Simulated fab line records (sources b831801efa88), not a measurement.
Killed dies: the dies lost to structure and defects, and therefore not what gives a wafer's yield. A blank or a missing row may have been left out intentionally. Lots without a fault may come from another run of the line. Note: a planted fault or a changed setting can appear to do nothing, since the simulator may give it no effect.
One fault through the eyes of 2 desks ; flow sky130 ; what lay behind the numbers comes last; until then each desk has only its own

== AT THE TOOL OWNER'S DESK: rtp_anneal-02 ==
At SKY_SD_N_RTA_14 (time 2 s), the tool's own readings, given per lot that ran on this tool as the mean of the sampled wafers with a number. The brackets show how far a lot's mean lies from the usual mean; more than 4 standard deviations puts the lot out of limits, marked OUT.
Columns: A = lamp_power_pct at SKY_SD_N_RTA_14, usual 15.73 %; B = wafer_temp_C_max at SKY_SD_N_RTA_14, usual 1078.0
lot;first seen here;A;B
L457;day 27 21:05;15.73;1077.9
L465;day 30 16:10;15.72;1077.4
L468;day 31 16:22;15.74;1079.1
L477;day 34 12:16;15.72;1078.3
L479;day 36 02:13;15.74;1078.2
L480;day 36 02:39;15.75;1076.6
Result from this desk: across the 6 lots, nothing is out of limits.

== METROLOGY DESK ==
What the gauges read for every lot (on any tool): the sampled wafers with a number, averaged. The brackets show how far a lot's mean lies from the usual mean; more than 4 standard deviations puts the lot out of limits, marked OUT.
Columns: A = cd_nm at SKY_SD_P_CD_MEAS_07, usual 380.2 nm; B = SD_N_RS at SKY_SD_N_RS_MEAS_16, usual 67.92 ohm/sq; C = SD_P_RS at SKY_SD_N_RS_MEAS_17, usual 147.0 ohm/sq
lot;first seen here;A;B;C
L457;day 25 09:55;379.5;67.84;146.7
L458;day 25 11:36;383.7;67.97;147.1
L464;day 28 03:28;381.1;67.81;146.4
L465;day 28 06:15;380.1;70.56 (+22) OUT;162.3 (+43) OUT
L468;day 29 06:38;379.7;70.72 (+23) OUT;162.3 (+43) OUT
L472;day 31 04:47;381.3;68.01;147.3
L476;day 31 22:44;380.4;68.06;147.2
L477;day 32 07:10;377.9;67.88;146.5
L478;day 32 16:10;381.3;67.92;146.8
L479;day 33 21:16;382.3;67.89;147.0
L480;day 33 21:35;379.5;67.88;147.1
This desk's finding: out of limits on L465, L468; first on L465, day 30 16:22 (SD_N_RS at SKY_SD_N_RS_MEAS_16). L457, L458, L464, L472, L476, L477, L478, L479, L480 stayed within limits.

== TAKEN TOGETHER ==
L465, L468 would have let the metrology desk raise an alarm at day 30 16:22.
The tool owner's desk saw nothing out of limits.
Tool owner's desk: L465, L468 on record, inside its limits.
All the named lots went through SKY_SD_N_RTA_14 on rtp_anneal-02.

== WHAT THE SIMULATOR HAD INSERTED ==
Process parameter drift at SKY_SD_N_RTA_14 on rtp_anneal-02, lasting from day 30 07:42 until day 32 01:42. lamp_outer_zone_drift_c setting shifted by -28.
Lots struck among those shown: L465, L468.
Per desk, hours elapsed from the start of the fault to the first reading out of limits: for the metrology desk, 9.
